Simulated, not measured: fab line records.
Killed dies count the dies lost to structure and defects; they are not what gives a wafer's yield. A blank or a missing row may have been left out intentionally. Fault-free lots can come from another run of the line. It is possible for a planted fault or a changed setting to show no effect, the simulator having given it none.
Chamber matching ; flow gf180mcu ; hdpcvd-01 running GF_V4_CVD_00: 3 sister chambers
The step deposits SiO2, target thk 600 nm, time 100 s. 3 wafers are shown with their chamber, then 7 later ones without.

== WAFERS PAIRED WITH THEIR CHAMBERS ==
wafer;chamber;sih4_flow_sccm (sccm)
L218.5;0;60.07
L223.3;2;60.13
L223.4;1;60.25

== WAFERS WITHOUT THEIR CHAMBER ==
wafer;sih4_flow_sccm (sccm)
L223.6;60.33
L225.1;60.08
L225.3;59.98
L225.4;60.20
L226.1;59.86
L226.5;59.91
L226.6;60.47

== WHICH CHAMBER EACH WENT THROUGH ==
wafer;from the rows above;in truth
L223.6;can't be placed: 1 or 2 or 0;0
L225.1;can't be placed: 0 or 2 or 1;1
L225.3;can't be placed: 0 or 2 or 1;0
L225.4;can't be placed: 1 or 2 or 0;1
L226.1;can't be placed: 0 or 2 or 1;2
L226.5;can't be placed: 0 or 2 or 1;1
L226.6;can't be placed: 1 or 2 or 0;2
Correctly placed: 0 of 7. Unplaceable from these rows: 7, with the true chamber sitting among the candidates in 7. Placed wrongly: 0.
How it was worked out, from the rows above alone: a wafer's distance from a chamber is the root of the sum, over the readings, of the square of ((its reading less the chamber's mean) divided by the reading's scatter). If the next closest chamber is less than 2 further off than the closest, the wafer can't be placed; otherwise it belongs to the closest. The mean given for a chamber averages the wafers shown for that chamber. The scatter: with one shown wafer a chamber, the root of the mean of the squares of how far each hidden wafer lies from its nearest shown one.
